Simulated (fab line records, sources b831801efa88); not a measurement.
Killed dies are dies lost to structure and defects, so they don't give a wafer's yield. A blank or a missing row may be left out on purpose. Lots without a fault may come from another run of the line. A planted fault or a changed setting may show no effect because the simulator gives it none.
One fault seen from 2 desks | flow sky130 | each desk has only its own numbers; what lay behind them comes last

THE TOOL OWNER'S DESK: hdpcvd-01
The tool's own readings at SKY_VIA2_HDPCVD_00 (deposits SiO2, target thk 1180 nm, time 196.7 s): means of the sampled wafers that have a number, for each lot that ran on this tool. A lot is out of limits, marked OUT, if its mean lies more than 4 standard deviations from the usual mean; the brackets give that distance.
Columns: A = sih4_flow_sccm at SKY_VIA2_HDPCVD_00, usual 60.00 sccm
lot  | first seen here | A
L592 | day 35 13:47    | 59.80
L593 | day 36 08:58    | 59.91
L596 | day 37 02:19    | 60.09
L597 | day 37 06:52    | 60.13
L598 | day 37 12:37    | 59.82
L607 | day 40 11:26    | 68.25 (+49) OUT
This desk's finding: out of limits on L607; first on L607, day 40 11:26 (sih4_flow_sccm at SKY_VIA2_HDPCVD_00). In limits: L592, L593, L596, L597, L598.

THE METROLOGY DESK
What the gauges read, lot by lot, whatever tool the lot ran on: means of the sampled wafers that have a number. A lot is out of limits, marked OUT, if its mean lies more than 4 standard deviations from the usual mean; the brackets give that distance.
Columns: A = VIA1_BOW at SKY_VIA1_BOW_MEAS_03, usual 80 um; B = VIA2_HDPCVD_THK at SKY_VIA2_THK_MEAS_01, usual 1182 nm
lot  | first seen here | A  | B
L591 | day 32 22:08    | 79 | 1175
L592 | day 33 06:40    | 82 | 1176
L593 | day 34 01:02    | 78 | 1186
L595 | day 34 11:47    | 86 | 1169
L596 | day 34 19:39    | 84 | 1188
L597 | day 34 22:27    | 73 | 1177
L598 | day 35 05:20    | 72 | 1183
L605 | day 37 10:54    | 78 | 1195
L607 | day 38 06:35    | 73 | 1343 (+15) OUT
L610 | day 39 03:57    | 82 | 1185
L612 | day 40 01:03    | 80 | 1189
L614 | day 40 17:02    | 79 | 1194
This desk's finding: out of limits on L607; first on L607, day 40 11:35 (VIA2_HDPCVD_THK at SKY_VIA2_THK_MEAS_01). In limits: L591, L592, L593, L595, L596, L597, L598, L605, L610, L612, L614.

PUT TOGETHER
The tool owner's desk could have raised an alarm at day 40 11:26, on L607.
The metrology desk could have raised an alarm at day 40 11:35, on L607.
Of the lots named, all ran SKY_VIA2_HDPCVD_00 on hdpcvd-01.

WHAT THE SIMULATOR HAD PUT IN
Process parameter drift: hdpcvd-01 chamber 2, from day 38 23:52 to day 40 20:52, at SKY_VIA2_HDPCVD_00. Setting sih4_flow_sccm, moved by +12, from 60. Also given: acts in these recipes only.
Lots struck among those shown: L607.
Hours from the fault's start to each desk's first reading out of limits: the tool owner's desk, 36; the metrology desk, 36.
